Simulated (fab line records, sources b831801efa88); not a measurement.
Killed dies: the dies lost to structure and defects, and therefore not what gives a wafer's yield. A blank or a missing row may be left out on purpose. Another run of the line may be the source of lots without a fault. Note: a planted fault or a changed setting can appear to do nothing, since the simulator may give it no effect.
A lot that was struck, set against a sound lot    flow gf180mcu    21 steps out of a route of 602
Sound: wafers L270.1, L270.5, L270.6. Struck: wafers L280.1, L280.6 (left out: L280.4, a lot-mate that was not struck); the cause follows at the end.
Each step with rows lists, per side, the tool, then ch with its chambers, then its first start. Under that, the readings that differ: sound wafers    struck wafers    difference of the means    sigmas: that difference in standard deviations of wafers without a fault.
alike: same words and numbers on both sides, and readings whose means sit less than 2 such deviations apart. not compared: any withheld reading, any reading some wafer has no value for, any bound like >300 that may hide the same value, and any number with overlapping values for which the record gives no deviation.
The two part at a step that has a row with sigmas, a row that says differs or no value, or rows on one side only. Non-overlapping numbers with no deviation appear without sigmas and do not part them. Lack of a reading on every wafer of one side parts them only where that side has two or more wafers.

GF_MIM_SPUTTER_02: material AlCu, target thk 450 nm, time 23.9 s.
  sound on pvd sputter-01 at day 27 18:11; struck on pvd sputter-01 at day 29 18:45
  alike: throttle valve pct
then, 1 step without rows for these wafers: GF_MIM_SPUTTER_03 (material Ti, target thk 10 nm, time 6.7 s).
GF_MIM_SPUTTER_04: material TiN, target thk 50 nm, time 41.7 s.
  sound on pvd sputter-01 at day 27 18:14; struck on pvd sputter-01 at day 29 18:48
  alike: throttle valve pct
GF_MIM_CVD_05: deposits Si3N4, target thk 42 nm, time 29.086 s.
  sound on pecvd-02 ch 0,2, day 27 18:16; struck on pecvd-03 ch 0,2, day 29 18:50
  alike: heater power w
GF_MIM_THK_MEAS_06:
  sound on film metro-02 at day 27 18:19; struck on film metro-01 at day 29 18:52
reading              sound           struck     difference  sigmas
MIM_CVD_05_THK (nm)  42.1 42.5 42.9  41.1 41.3  -1.3        -2
then, 1 step without rows for these wafers: GF_MIM_SPUTTER_07 (material TiN, target thk 60 nm, time 50 s).
GF_MIM_SPUTTER_08: material AlCu, target thk 200 nm, time 10.6 s.
  sound on pvd sputter-04 at day 27 18:25; struck on pvd sputter-02 at day 29 18:59
  alike: throttle valve pct
GF_MIM_SPUTTER_09: material TiN, target thk 35 nm, time 29.2 s.
  sound on pvd sputter-04 at day 27 18:26; struck on pvd sputter-02 at day 29 19:00
  alike: throttle valve pct
GF_MIM_RS_MEAS_10: a four-point-probe measurement.
  sound on film metro-04 at day 27 18:28; struck on film metro-02 at day 29 19:02
  alike: MIM_ALCU_RS
GF_MIM_THK_MEAS_11: measures by xrf.
  sound on film metro-04 at day 27 18:35; struck on film metro-02 at day 29 19:09
  alike: MIM_ALCU_THK
then, 2 steps without rows for these wafers: GF_MIM_DEHYDRATE_12 (time 60 s); GF_MIM_HMDS_13 (prime time 60 s).
GF_MIM_COAT_14: resist thk 1000 nm.
  sound on litho track-02 ch 0, day 28 03:40; struck on litho track-02 ch 0, day 30 04:46
reading                                   sound            struck     difference  sigmas
model.NOVOLAK_of_MIM_COAT_14.thk nm (nm)  1000 1001 998.4  955.3 955  -44.6       
  alike: dispense pressure kPa, spin speed rpm
then, 4 steps without rows for these wafers: GF_MIM_SOFTBAKE_15 (time 60 s); GF_MIM_EXPOSE_16 (exposes mask FuseTop, target cd 2000 nm); GF_MIM_PEB_17; GF_MIM_DEVELOP_18 (develop time 60 s).
GF_MIM_METAL_ETCH_19: etches the open film in Cl2/BCl3, stops on Si3N4, target depth 324.5 nm, time 54.1 s.
  sound on rie metal-02 ch 0,1, day 28 13:27; struck on rie metal-02 ch 0,1, day 30 13:03
reading                                   sound              struck       difference  sigmas
model.NOVOLAK_of_MIM_COAT_14.thk nm (nm)  869.3 869.2 868.9  823.8 825.9  -44.3       
  alike: bias w, drypump motor current A, oes product au, throttle valve pct
  not compared: rf hours counter h
GF_MIM_STRIP_20: strips in O2/N2.
  sound on plasma asher-03 ch 0,1, day 28 13:31; struck on plasma asher-03 ch 1, day 30 13:07
reading                       sound              struck       difference  sigmas
oes product au (a.u.)         0.700 0.693 0.693  0.673 0.675  -0.021      -4
strip time to endpoint s (s)  11.20 11.20 11.20  10.68 10.70  -0.51       -12
  alike: drypump motor current A, heater power w
  not compared: rf hours counter h
then, 1 step without rows for these wafers: GF_MIM_STRIP_21 (strips in post etch residue remover, time 1200 s).
-- the record jumps here: 3 days lie between the struck wafers' starts before and after (it left off in module MIM and takes up again in module PASSIVATION, whose first step shown is number 602 of the route) --
GF_PASSIVATION_PROBE_99:
  rows exist in the record for the struck wafers here (prober-02, day 33 17:08), but not for the sound ones

## WHERE THEY PART
At GF_MIM_THK_MEAS_06 first; at GF_PASSIVATION_PROBE_99 last (within this record only).

WHY: what the simulator had put in
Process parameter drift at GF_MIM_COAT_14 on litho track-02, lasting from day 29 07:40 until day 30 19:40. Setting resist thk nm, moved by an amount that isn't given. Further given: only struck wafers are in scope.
